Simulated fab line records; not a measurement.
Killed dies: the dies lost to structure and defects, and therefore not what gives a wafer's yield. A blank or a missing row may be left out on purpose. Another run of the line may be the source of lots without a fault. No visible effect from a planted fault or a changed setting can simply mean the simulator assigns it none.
Which of the tools did it? ; flow sky130 ; Sampling: 13 lots, 39 wafers, 2 of 708 route steps

WHAT THE GAUGES SHOWED, per wafer
SKY_METAL5_RS_MEAS_05: the measuring method here is four-point-probe. Usual: METAL5_ALCU_RS 0.02705 ohm/sq, standard deviation 0.0003.
lot;measured;on;METAL5_ALCU_RS (ohm/sq);flag
L687;day 43 05:49;film-metro-03;0.02677 0.02706 0.02702;
L688;day 43 10:36;film-metro-04;0.0266 0.02693 0.02676;
L689;day 43 14:20;film-metro-02;0.02666 0.02727 0.0267;
L690;day 44 03:14;film-metro-03;0.02719 0.02726 0.02707;
L691;day 44 04:54;film-metro-02;0.02707 0.02729 0.02698;
L693;day 44 21:40;film-metro-02;0.0269 0.02691 0.02691;
L695;day 45 06:28;film-metro-03;0.02712 0.02722 0.02696;
L696;day 45 09:53;film-metro-04;0.02708 0.02737 0.02706;
L697;day 46 01:26;film-metro-04;0.0271 0.02711 0.02711;
L705;day 47 19:54;film-metro-02;0.02743 0.02732 0.02758;
L706;day 48 03:30;film-metro-03;0.0274 0.02734 0.02745;
L708;day 48 09:07;film-metro-04;0.02681 0.02689 0.02652;
L709;day 48 14:43;film-metro-03;0.02677 0.02721 0.027;

WHAT TOOL EACH LOT RAN ON (gives the tool, then ch and the chambers of the sampled wafers, and finally the start)
lot;SKY_GATE_OXIDE_OXIDATION_16
L687;furnace-01 ch 0, day 14 06:52
L688;furnace-02 ch 0, day 14 08:47
L689;furnace-02 ch 0, day 14 15:20
L690;furnace-01 ch 0, day 15 05:56
L691;furnace-02 ch 0, day 15 09:10
L693;furnace-02 ch 0, day 16 06:44
L695;furnace-02 ch 0, day 16 20:10
L696;furnace-01 ch 0, day 17 00:57
L697;furnace-01 ch 0, day 17 18:39
L705;furnace-02 ch 0, day 20 12:25
L706;furnace-02 ch 0, day 20 18:05
L708;furnace-01 ch 0, day 21 07:02
L709;furnace-01 ch 0, day 21 18:48
- SKY_GATE_OXIDE_OXIDATION_16: stabilise 600 s, purge 300 s, target thk 3.57 nm.

AS READ BY THE TOOLS THEMSELVES (means over the sampled wafers that have a number; for cases with no such wafer, the mark the record gives instead)
SKY_GATE_OXIDE_OXIDATION_16. Usual: ramp-down-c-per-min 3.0001, standard deviation 0.00057; spike-tc-centre-C 799.8 C, standard deviation 0.98.
lot;tool;ramp-down-c-per-min;spike-tc-centre-C (C);flag
L687;furnace-01;2.9997;800.6;
L688;furnace-02;3.0001;799.0;
L689;furnace-02;3.0001;799.5;
L690;furnace-01;3.0002;799.4;
L691;furnace-02;3.0000;799.6;
L693;furnace-02;3.0004;800.5;
L695;furnace-02;3.0010;799.1;
L696;furnace-01;3.0000;799.1;
L697;furnace-01;3.0003;799.7;
L705;furnace-02;3.0003;799.1;
L706;furnace-02;3.0002;799.3;
L708;furnace-01;2.9998;799.5;
L709;furnace-01;3.0002;800.5;

THE ANSWER, worked out from the rows above alone
Rule: take the mean of a lot's wafers that have a number; if it is more than 3 standard deviations from the usual mean, the lot is off. Also off: a lot with no number at a reading for which 4 or more lots have one. Where the step has rows for the other lots, those lots are counted as sound. First the gauges in route order, then the tools' own readings, where a lot's mean is used as printed above. The first step at which some lot is off is used, and at that step the reading that is off furthest; a lot without a number counts as furthest.
Nothing can be told from this: no lot is off at any reading shown.

WHAT THE SIMULATOR HAD INSERTED
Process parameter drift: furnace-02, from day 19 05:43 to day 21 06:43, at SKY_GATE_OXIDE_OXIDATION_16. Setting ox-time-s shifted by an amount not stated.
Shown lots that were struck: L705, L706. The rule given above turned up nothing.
